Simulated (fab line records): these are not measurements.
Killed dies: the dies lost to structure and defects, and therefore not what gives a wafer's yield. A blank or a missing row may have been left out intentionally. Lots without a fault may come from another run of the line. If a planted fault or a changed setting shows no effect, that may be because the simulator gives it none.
Which of the tools did it? / flow gf180mcu / 18 wafers from 6 lots sampled at 2 of the route's 602 steps

## WHAT THE GAUGES READ, wafer by wafer
GF_SALICIDE_RS_MEAS_04: uses a four-point probe to measure.
lot=L375; measured=day 15 12:25; on=film metro-04; SALICIDE_TIN_RS (ohm/sq)=16.9 16.6 16.6
lot=L377; measured=day 15 23:52; on=film metro-01; SALICIDE_TIN_RS (ohm/sq)=15.8 15.8 15.5
lot=L381; measured=day 17 14:04; on=film metro-04; SALICIDE_TIN_RS (ohm/sq)=15.9 15.9 16.1
lot=L385; measured=day 19 07:15; on=film metro-03; SALICIDE_TIN_RS (ohm/sq)=16.8 16.2 16.7
lot=L388; measured=day 20 05:47; on=film metro-04; SALICIDE_TIN_RS (ohm/sq)=16.3 16.3 16.5
lot=L397; measured=day 23 02:14; on=film metro-04; SALICIDE_TIN_RS (ohm/sq)=16.2 16.4 16.3

## TOOL THAT RAN EACH LOT (tool first, then ch and the chambers of the sampled wafers, then the start)
lot=L375; GF_SALICIDE_SPUTTER_02=pvd sputter-02, day 15 12:21
lot=L377; GF_SALICIDE_SPUTTER_02=pvd sputter-03, day 15 23:49
lot=L381; GF_SALICIDE_SPUTTER_02=pvd sputter-04, day 17 14:01
lot=L385; GF_SALICIDE_SPUTTER_02=pvd sputter-04, day 19 07:10
lot=L388; GF_SALICIDE_SPUTTER_02=pvd sputter-02, day 20 05:44
lot=L397; GF_SALICIDE_SPUTTER_02=pvd sputter-02, day 23 02:08
- GF_SALICIDE_SPUTTER_02: material Co, target thk 10 nm, time 20 s.

## THE ANSWER, worked out from the rows above alone
Rule: the lots themselves supply what counts as usual. The widest of any qualifying gaps counts: lots, ordered by their means at a reading, are off when they make up no more than a third of the lots, leave a main group of 4 or more, and stand apart from it by 3 or more times the standard deviation of that group's means. The tables above print the reading to a certain number of digits; a main group whose means all agree to those digits is not used. Also off: a lot with no number at a reading for which 4 or more lots have one. Where the step has rows for the other lots, those lots are counted as sound.
No lot is off on any of the readings shown, so nothing can be concluded from this.

## WHAT THE SIMULATOR PUT IN
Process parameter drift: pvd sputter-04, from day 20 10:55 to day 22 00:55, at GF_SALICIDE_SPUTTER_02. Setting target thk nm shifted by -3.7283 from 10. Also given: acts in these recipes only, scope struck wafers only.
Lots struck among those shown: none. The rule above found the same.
